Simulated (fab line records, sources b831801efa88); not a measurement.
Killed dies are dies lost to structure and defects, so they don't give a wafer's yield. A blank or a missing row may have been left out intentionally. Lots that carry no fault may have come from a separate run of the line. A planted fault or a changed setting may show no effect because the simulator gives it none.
Split-lot trial + flow sfqLine + route with 325 steps; 5 lots, 27 wafers read

THE SPLIT
At SFQ_TRILAYER_I6_VIA_BARC_OPEN_VIA_ETCH_235 (etches BARC in O2, target depth 125 nm, time 41.7 s), the setting timeS was moved away from the recipe's 41.7 s on 12 of the 27 wafers read, by -24.2% to +43.9%. For the rest of the wafers, this setting stayed at what the recipe calls for.

There is no step in the file separating the split from the reading.

THE READING
KrF_of_TRILAYER_I6_VIA_LITHO_COAT_169.thkNm (the simulator's own value, which no gauge read), in nm, at SFQ_TRILAYER_I6_VIA_ETCH_VIA_ETCH_172 (etches SiO2 in CHF3, stops on Nb, target depth 260 nm). The file does not state a usual value for it. Across the 15 wafers here that went through the recipe, the average is 529.1 nm and the standard deviation 1.5 nm.

| wafer  | tool, chamber at the split | timeS as run, s | against the recipe | KrF_of_TRILAYER_I6_VIA_LITHO_COAT_169.thkNm, nm | against lot-mates on the recipe |
|--------|----------------------------|-----------------|--------------------|-------------------------------------------------|---------------------------------|
| L074.3 | rieDiel-04, 3              | 41.7            | recipe             | 530.6                                           | -                               |
| L074.5 | rieDiel-04, 2              | 41.7            | recipe             | 527.7                                           | -                               |
| L074.6 | rieDiel-04, 3              | 41.7            | recipe             | 528.4                                           | -                               |
| L076.1 | rieDiel-03, 2              | 41.7            | recipe             | 528.4                                           | -                               |
| L076.2 | rieDiel-03, 0              | 60.02           | +43.9%             | 504.1                                           | -24.8                           |
| L076.3 | rieDiel-03, 1              | 41.7            | recipe             | 528.7                                           | -                               |
| L076.4 | rieDiel-03, 2              | 41.7            | recipe             | 529.7                                           | -                               |
| L076.5 | rieDiel-03, 0              | 60.02           | +43.9%             | 505.5                                           | -23.4                           |
| L076.6 | rieDiel-03, 1              | 60.02           | +43.9%             | 506.3                                           | -22.6                           |
| L077.1 | rieDiel-01, 0              | 31.6            | -24.2%             | 538.2                                           | +9.2                            |
| L077.2 | rieDiel-01, 3              | 41.7            | recipe             | 528                                             | -                               |
| L077.3 | rieDiel-01, 1              | 41.7            | recipe             | 529.5                                           | -                               |
| L077.5 | rieDiel-01, 1              | 41.7            | recipe             | 529.5                                           | -                               |
| L077.4 | rieDiel-01, 2              | 31.6            | -24.2%             | 542.2                                           | +13.2                           |
| L077.6 | rieDiel-01, 0              | 31.6            | -24.2%             | 540.4                                           | +11.4                           |
| L081.1 | rieDiel-01, 2              | 41.7            | recipe             | 531                                             | -                               |
| L081.2 | rieDiel-01, 3              | 31.99           | -23.3%             | 543                                             | +12.2                           |
| L081.3 | rieDiel-01, 1              | 31.99           | -23.3%             | 544.7                                           | +13.9                           |
| L081.4 | rieDiel-01, 0              | 41.7            | recipe             | 529.4                                           | -                               |
| L081.5 | rieDiel-01, 2              | 31.99           | -23.3%             | 544                                             | +13.2                           |
| L081.6 | rieDiel-01, 3              | 41.7            | recipe             | 531.9                                           | -                               |
| L084.1 | rieDiel-01, 0              | 41.7            | recipe             | 530.8                                           | -                               |
| L084.2 | rieDiel-01, 3              | 53.34           | +27.9%             | 510.8                                           | -17.3                           |
| L084.3 | rieDiel-01, 2              | 41.7            | recipe             | 527.4                                           | -                               |
| L084.4 | rieDiel-01, 0              | 53.34           | +27.9%             | 515                                             | -13.1                           |
| L084.5 | rieDiel-01, 2              | 53.34           | +27.9%             | 514.9                                           | -13.2                           |
| L084.6 | rieDiel-01, 3              | 41.7            | recipe             | 526.2                                           | -                               |

THE FIT
A straight line over all 27 wafers: KrF_of_TRILAYER_I6_VIA_LITHO_COAT_169.thkNm changes by -0.546 nm for each +1% of timeS; r = -0.99; the points scatter about the line by 1.8 nm.
The same after taking each lot's own level away (the mean of its wafers on the recipe; 27 wafers): -0.527 nm for each +1%; r = -0.99; scatter 1.5 nm.
According to that fit, moving timeS by its largest amount changes the reading by 23 nm.
From 528.13 to 530.77 nm: that is the span of the lots' own levels, equal to 1.8 times the standard deviation above.
Hence the lot-to-lot level has little effect on the slope; both slopes agree.
Check: -22.9 nm against its lot-mates is what the line predicts for one of the wafers moved furthest among these (+43.9%) when that wafer is left out of the fit. Against them it came out at -24.8 nm.
Tool readings at the split's step, against how far the setting was moved: oesProductAu r = -0.86.

ADDITIONAL SPLITS CARRIED BY THESE WAFERS
Other splits were also applied to these wafers ahead of the reading. Each is held against what the fit with the lots' levels taken away leaves over:
| other split on the same wafers                   | wafers away from the commonest value | r with KrF_of_TRILAYER_I6_VIA_LITHO_COAT_169.thkNm (lot level and that fit taken away) |
|--------------------------------------------------|--------------------------------------|----------------------------------------------------------------------------------------|
| SFQ_TRILAYER_I4_VIA_BARC_OPEN_VIA_ETCH_146 timeS | 9                                    | -0.09                                                                                  |
| SFQ_TRILAYER_M5_BARC_OPEN_METAL_ETCH_161 timeS   | 6                                    | -0.36                                                                                  |
| SFQ_TRILAYER_A5B_DEP_PECVD_129 timeS             | 12                                   | -0.10                                                                                  |
| SFQ_TRILAYER_I5_BARC_OPEN_VIA_ETCH_200 timeS     | 6                                    | -0.26                                                                                  |

THE WHOLE CHAIN: every reading that the file lists as answering this split, in the file's order
| step                                       | what it does                                          | reading                                                                                      | change (the file's fit)                                                              | r (the file's) |
|--------------------------------------------|-------------------------------------------------------|----------------------------------------------------------------------------------------------|--------------------------------------------------------------------------------------|----------------|
| SFQ_TRILAYER_I6_VIA_BARC_OPEN_VIA_ETCH_235 | etches BARC in O2, target depth 125 nm, time 41.7 s   | oesProductAu                                                                                 | not straight: 0.787 at the lowest setting, 0.686 at the recipe, 0.649 at the highest | not given      |
| SFQ_TRILAYER_I6_VIA_BARC_OPEN_VIA_ETCH_235 | etches BARC in O2, target depth 125 nm, time 41.7 s   | KrF_of_TRILAYER_I6_VIA_LITHO_COAT_169.thkNm (the simulator's own value, which no gauge read) | -0.523 nm for each +1% of the setting                                                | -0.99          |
| SFQ_TRILAYER_I6_VIA_ETCH_VIA_ETCH_172      | etches SiO2 in CHF3, stops on Nb, target depth 260 nm | KrF_of_TRILAYER_I6_VIA_LITHO_COAT_169.thkNm (the simulator's own value, which no gauge read) | -0.527 nm for each +1% of the setting                                                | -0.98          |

THE FILE'S OWN FIT
KrF_of_TRILAYER_I6_VIA_LITHO_COAT_169.thkNm changes by -0.527 nm for each +1% of timeS, r = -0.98.
